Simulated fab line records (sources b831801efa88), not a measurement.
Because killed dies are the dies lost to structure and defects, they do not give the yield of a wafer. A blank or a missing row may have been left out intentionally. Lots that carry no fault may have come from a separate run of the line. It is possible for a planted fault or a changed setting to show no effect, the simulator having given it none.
Struck lot and sound lot, side by side    flow gf180mcu    23 out of 602 route steps
Sound: wafers L485.2, L485.3, L485.5. Struck: wafers L498.1, L498.4, L498.6. The cause is given at the end.
Order at every step that has rows: each side's tool, ch and its chambers, its first start. Under that, the readings that differ: sound wafers    struck wafers    difference of the means    sigmas: that difference in standard deviations of wafers without a fault.
alike: readings whose means differ by less than 2 such deviations, and words and numbers that are the same on both sides. not compared: withheld readings, readings that some wafer has no value for, bounds like >300 that may hide the same value, and numbers for which the record gives no deviation and whose values overlap.
A row with sigmas, a row that says differs or no value, or rows on one side alone: a step with any of these is where the two part. Non-overlapping numbers with no deviation appear without sigmas and do not part them. A reading missing from all wafers of one side parts the sides only when that side holds two or more wafers.

first, 2 steps without rows for these wafers: GF_HV_LDD_PEB_29; GF_HV_LDD_DEVELOP_30 (develop time 60 s).
GF_HV_LDD_CD_MEAS_31: the cd target is 400 nm.
  sound on cd sem-02, day 12 05:11; struck on cd sem-01, day 16 11:53
  alike: cd nm
GF_HV_LDD_OVL_MEAS_32:
  sound on overlay-01, day 12 05:17; struck on overlay-02, day 16 12:00
  alike: HV_LDD_02_OVL
then, 4 steps without rows for these wafers: GF_HV_LDD_IMPLANT_33; GF_HV_LDD_IMPLANT_34; GF_HV_LDD_IMPLANT_35; GF_HV_LDD_IMPLANT_36.
GF_HV_LDD_STRIP_37: strips in O2/N2.
  sound on plasma asher-04 ch 1, day 12 05:55; struck on plasma asher-02 ch 1, day 16 12:38
  alike: drypump motor current A, heater power w, oes product au, strip time to endpoint s
  not compared: rf hours counter h
GF_HV_LDD_TW_MEAS_38:
  sound on film metro-04, day 12 06:01; struck on film metro-01, day 16 12:44
reading      sound           struck          difference  sigmas
HV_LDD_3_TW  1405 1401 1403  1433 1436 1438  +33         +3
then, 2 steps without rows for these wafers: GF_HV_LDD_DEHYDRATE_39 (time 60 s); GF_HV_LDD_HMDS_40 (prime time 60 s).
GF_HV_LDD_COAT_41: resist thk 1000 nm.
  sound on litho track-04 ch 0, day 12 15:03; struck on litho track-02 ch 0, day 16 23:48
reading                                      sound                 struck                difference  sigmas
spin speed rpm (rpm)                         2999.1 2995.0 2996.1  3291.4 3289.3 3290.6  +293.7      +99 or more
model.NOVOLAK_of_HV_LDD_COAT_41.thk nm (nm)  995.1 992.8 994.4     953.6 951.7 955.3     -40.6       
then, 3 steps without rows for these wafers: GF_HV_LDD_SOFTBAKE_42 (time 60 s); GF_HV_LDD_EXPOSE_43 (exposes mask Pplus HV AREA, target cd 400 nm); GF_HV_LDD_PEB_44.
GF_HV_LDD_DEVELOP_45: develop time 60 s.
  sound on litho track-04 ch 0, day 13 01:24; struck on litho track-02 ch 0, day 17 11:00
reading                                      sound            struck             difference  sigmas
model.NOVOLAK_of_HV_LDD_COAT_41.thk nm (nm)  994.7 992.4 994  953.2 951.3 954.9  -40.6       
  alike: developer temp C
GF_HV_LDD_CD_MEAS_46: the cd target is 400 nm.
  sound on cd sem-01, day 13 01:33; struck on cd sem-01, day 17 11:09
reading     sound              struck             difference  sigmas
cd nm (nm)  396.3 395.3 394.7  405.8 402.3 404.1  +8.6        +3
GF_HV_LDD_OVL_MEAS_47:
  sound on overlay-01, day 13 01:39; struck on overlay-02, day 17 11:16
  alike: HV_LDD_03_OVL
after that, 1 step had no rows for these wafers: GF_HV_LDD_IMPLANT_48.
GF_HV_LDD_STRIP_49: strips in O2/N2.
  sound on plasma asher-02 ch 0, day 13 01:50; struck on plasma asher-03 ch 0,1, day 17 11:28
reading                       sound              struck             difference  sigmas
strip time to endpoint s (s)  12.57 12.56 12.55  12.10 12.07 12.10  -0.47       -13
  alike: drypump motor current A, heater power w, oes product au
  not compared: rf hours counter h
GF_HV_LDD_TW_MEAS_50:
  sound on film metro-04, day 13 01:56; struck on film metro-01, day 17 11:34
reading      sound        struck       difference  sigmas
HV_LDD_4_TW  562 564 561  572 572 575  +11         +2
after that, 1 step had no rows for these wafers: GF_PASSIVATION_PROBE_99.

WHERE THEY PART
First at GF_HV_LDD_TW_MEAS_38; last, within this record, at GF_HV_LDD_TW_MEAS_50.

WHY: what had been put in by the simulator
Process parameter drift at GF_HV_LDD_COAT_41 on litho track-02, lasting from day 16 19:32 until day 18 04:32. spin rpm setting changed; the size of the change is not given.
